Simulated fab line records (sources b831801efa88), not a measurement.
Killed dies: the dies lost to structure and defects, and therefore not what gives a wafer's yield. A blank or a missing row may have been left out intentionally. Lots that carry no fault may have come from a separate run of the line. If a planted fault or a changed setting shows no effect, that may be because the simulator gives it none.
Check of tool commonality -- flow sky130 -- Sample size 13 lots and 39 wafers

== THE REASON FOR OPENING IT ==
SKY_VT_ADJUST_LVTN_TW_MEAS_10, reading VT_ADJUST_LVTN_TW: flagged on 1 of 13 lots. Wafers without a fault read 237.2, standard deviation 1.2.
Rule: a lot is flagged in two cases, either no wafer of it has a number, or all its wafers with numbers fall more than 4 standard deviations from that mean. The other lots count as sound.

lot,measured,on,"VT_ADJUST_LVTN_TW, wafer by wafer",flag
L923,day 7 08:16,film-metro-01,237.9 236.8 236.0,
L925,day 8 00:28,film-metro-01,236.3 237.9 236.4,
L928,day 8 13:55,film-metro-03,29.6 29.6 29.8,FLAGGED
L927,day 8 14:34,film-metro-03,239.3 237.0 238.7,
L930,day 9 04:56,film-metro-02,236.6 235.2 235.7,
L938,day 11 05:16,film-metro-03,237.6 238.5 238.2,
L939,day 11 12:09,film-metro-02,235.6 236.1 236.8,
L940,day 11 14:27,film-metro-02,235.2 236.0 234.7,
L941,day 12 01:34,film-metro-02,238.1 238.5 236.7,
L942,day 12 02:54,film-metro-01,236.6 236.4 236.6,
L943,day 12 12:56,film-metro-02,236.6 236.5 237.3,
L945,day 12 19:01,film-metro-02,236.1 237.4 237.7,
L946,day 13 09:03,film-metro-02,235.9 235.9 236.0,
Flagged lots average 29.7: -207.5 relative to the usual, that is -99 or more standard deviations.

== LOT BY LOT: THE TOOL USED ==
5 process steps preceding the reading are held in the record, out of 708 steps in the route. Each cell gives the tool, then ch followed by the chambers the sampled wafers passed through, then the start.
lot,flag,SKY_FIELD_ISO_ETCH_15,SKY_FIELD_ISO_CMP_27,SKY_NWELL_RTA_28,SKY_VT_ADJUST_HVTP_STRIP_10,SKY_VT_ADJUST_LVTN_STRIP_09
L923,,"rie-diel-01 ch 0,2,3, day 2 05:00","cmp-02 ch 0,2,3, day 2 18:25","rtp-anneal-01 ch 0, day 5 17:58","plasma-asher-01 ch 0,1, day 6 12:53","plasma-asher-03 ch 0,1, day 7 08:10"
L925,,"rie-diel-01 ch 0,1,2, day 2 18:39","cmp-01 ch 0,2,3, day 3 05:32","rtp-anneal-02 ch 0, day 6 08:26","plasma-asher-01 ch 0,1, day 7 04:41","plasma-asher-01 ch 1, day 8 00:22"
L928,FLAGGED,"rie-diel-04 ch 2,3, day 3 07:33","cmp-01 ch 2,3, day 3 21:01","rtp-anneal-01 ch 0, day 6 21:47","plasma-asher-04 ch 0,1, day 7 17:25","plasma-asher-01 ch 0, day 8 13:49"
L927,,"rie-diel-02 ch 0,1,2, day 3 08:05","cmp-02 ch 0,1,2, day 3 20:58","rtp-anneal-01 ch 0, day 6 22:17","plasma-asher-01 ch 0,1, day 7 18:14","plasma-asher-02 ch 0,1, day 8 14:27"
L930,,"rie-diel-04 ch 0,1,2, day 3 17:20","cmp-01 ch 0,2,3, day 4 05:18","rtp-anneal-01 ch 0, day 7 11:34","plasma-asher-02 ch 0,1, day 8 07:20","plasma-asher-03 ch 0,1, day 9 04:49"
L938,,"rie-diel-01 ch 0,1,3, day 5 09:20","cmp-01 ch 0,1,3, day 5 19:55","rtp-anneal-02 ch 0, day 9 07:27","plasma-asher-01 ch 1, day 10 06:02","plasma-asher-01 ch 0, day 11 05:09"
L939,,"rie-diel-01 ch 1,3, day 5 22:29","cmp-02 ch 0,3, day 6 02:23","rtp-anneal-01 ch 0, day 9 13:01","plasma-asher-02 ch 0,1, day 10 11:53","plasma-asher-01 ch 0,1, day 11 12:03"
L940,,"rie-diel-02 ch 0,2,3, day 5 22:50","cmp-02 ch 2,3, day 6 03:10","rtp-anneal-02 ch 0, day 9 15:26","plasma-asher-01 ch 0,1, day 10 14:31","plasma-asher-03 ch 0,1, day 11 14:21"
L941,,"rie-diel-04 ch 0,1, day 6 08:54","cmp-01 ch 2,3, day 6 12:44","rtp-anneal-01 ch 0, day 10 01:26","plasma-asher-04 ch 0, day 11 01:41","plasma-asher-02 ch 0,1, day 12 01:28"
L942,,"rie-diel-01 ch 1,2,3, day 6 09:24","cmp-02 ch 0,1,3, day 6 13:58","rtp-anneal-02 ch 0, day 10 02:37","plasma-asher-01 ch 0,1, day 11 02:56","plasma-asher-01 ch 0,1, day 12 02:48"
L943,,"rie-diel-01 ch 0,2,3, day 6 16:05","cmp-02 ch 0,2,3, day 6 20:48","rtp-anneal-02 ch 0, day 10 11:44","plasma-asher-04 ch 0,1, day 11 12:10","plasma-asher-01 ch 0,1, day 12 12:50"
L945,,"rie-diel-04 ch 0,3, day 6 22:51","cmp-01 ch 0,1,3, day 7 02:32","rtp-anneal-02 ch 0, day 10 18:02","plasma-asher-02 ch 0,1, day 11 18:13","plasma-asher-03 ch 0,1, day 12 18:54"
L946,,"rie-diel-02 ch 1,2,3, day 7 04:15","cmp-02 ch 1,2,3, day 7 10:52","rtp-anneal-01 ch 0, day 11 07:35","plasma-asher-04 ch 0,1, day 12 08:05","plasma-asher-03 ch 0,1, day 13 08:57"
These steps, and what they do:
- SKY_FIELD_ISO_ETCH_15: etches the open film in CHF3/O2, stops on Si, target depth 180 nm, time 72 s.
- SKY_FIELD_ISO_CMP_27: polishes, stops on Si3N4, t overpolish 16 s, target thk 457.8 nm.
- SKY_NWELL_RTA_28: time 30 s.
- SKY_VT_ADJUST_HVTP_STRIP_10: strips in O2/N2.
- SKY_VT_ADJUST_LVTN_STRIP_09: strips in O2/N2.
- SKY_VT_ADJUST_LVTN_TW_MEAS_10

== FLAGGED AGAINST TOTAL, ONE TOOL AT A TIME (gauges that did the reading follow at the end) ==
step,tool,lots run,flagged,share of the flagged lots,sound lots run after its first flagged lot
SKY_FIELD_ISO_ETCH_15,rie-diel-01,6,0,none,-
SKY_FIELD_ISO_ETCH_15,rie-diel-02,3,0,none,-
SKY_FIELD_ISO_ETCH_15,rie-diel-04,4,1,all,"3 (L930,L941,L945)"
SKY_FIELD_ISO_CMP_27,cmp-01,6,1,all,"4 (L930,L938,L941,L945)"
SKY_FIELD_ISO_CMP_27,cmp-02,7,0,none,-
SKY_NWELL_RTA_28,rtp-anneal-01,7,1,all,"5 (L927,L930,L939,L941,L946)"
SKY_NWELL_RTA_28,rtp-anneal-02,6,0,none,-
SKY_VT_ADJUST_HVTP_STRIP_10,plasma-asher-01,6,0,none,-
SKY_VT_ADJUST_HVTP_STRIP_10,plasma-asher-02,3,0,none,-
SKY_VT_ADJUST_HVTP_STRIP_10,plasma-asher-04,4,1,all,"3 (L941,L943,L946)"
SKY_VT_ADJUST_LVTN_STRIP_09,plasma-asher-01,6,1,all,"4 (L938,L939,L942,L943)"
SKY_VT_ADJUST_LVTN_STRIP_09,plasma-asher-02,2,0,none,-
SKY_VT_ADJUST_LVTN_STRIP_09,plasma-asher-03,5,0,none,-
SKY_VT_ADJUST_LVTN_TW_MEAS_10,film-metro-01,3,0,none,-
SKY_VT_ADJUST_LVTN_TW_MEAS_10,film-metro-02,7,0,none,-
SKY_VT_ADJUST_LVTN_TW_MEAS_10,film-metro-03,3,1,all,"2 (L927,L938)"

== WHAT THE TABLE PERMITS ==
6 rows of the table ran every flagged lot: rie-diel-04 at SKY_FIELD_ISO_ETCH_15, cmp-01 at SKY_FIELD_ISO_CMP_27, rtp-anneal-01 at SKY_NWELL_RTA_28, plasma-asher-04 at SKY_VT_ADJUST_HVTP_STRIP_10, plasma-asher-01 at SKY_VT_ADJUST_LVTN_STRIP_09, film-metro-03 at SKY_VT_ADJUST_LVTN_TW_MEAS_10.
- rie-diel-04 at SKY_FIELD_ISO_ETCH_15 ran 4 lots, 1 of them flagged. After the first flagged lot (L930, L941, L945), sound lots still ran on it; a lasting fault on the whole tool would not permit that.
- cmp-01 at SKY_FIELD_ISO_CMP_27 ran 6 lots, 1 of them flagged. After the first flagged lot (L930, L938, L941, L945), sound lots still ran on it; a lasting fault on the whole tool would not permit that.
- rtp-anneal-01 at SKY_NWELL_RTA_28 ran 7 lots, 1 of them flagged. After the first flagged lot (L927, L930, L939, L941, L946), sound lots still ran on it; a lasting fault on the whole tool would not permit that.
- plasma-asher-04 at SKY_VT_ADJUST_HVTP_STRIP_10 ran 4 lots, 1 of them flagged. After the first flagged lot (L941, L943, L946), sound lots still ran on it; a lasting fault on the whole tool would not permit that. Its own readings (oes-product-au) fall more than 4 standard deviations out on all wafers of the flagged lots.
- plasma-asher-01 at SKY_VT_ADJUST_LVTN_STRIP_09 ran 6 lots, 1 of them flagged. After the first flagged lot (L938, L939, L942, L943), sound lots still ran on it; a lasting fault on the whole tool would not permit that. Its own readings (strip-time-to-endpoint-s) fall more than 4 standard deviations out on all wafers of the flagged lots.
- film-metro-03 at SKY_VT_ADJUST_LVTN_TW_MEAS_10 ran 3 lots, 1 of them flagged. After the first flagged lot (L927, L938), sound lots still ran on it; a lasting fault on the whole tool would not permit that.
There is no row in the table that ran each flagged lot and no sound lot after the first.

== WHAT HAD BEEN PUT IN BY THE SIMULATOR ==
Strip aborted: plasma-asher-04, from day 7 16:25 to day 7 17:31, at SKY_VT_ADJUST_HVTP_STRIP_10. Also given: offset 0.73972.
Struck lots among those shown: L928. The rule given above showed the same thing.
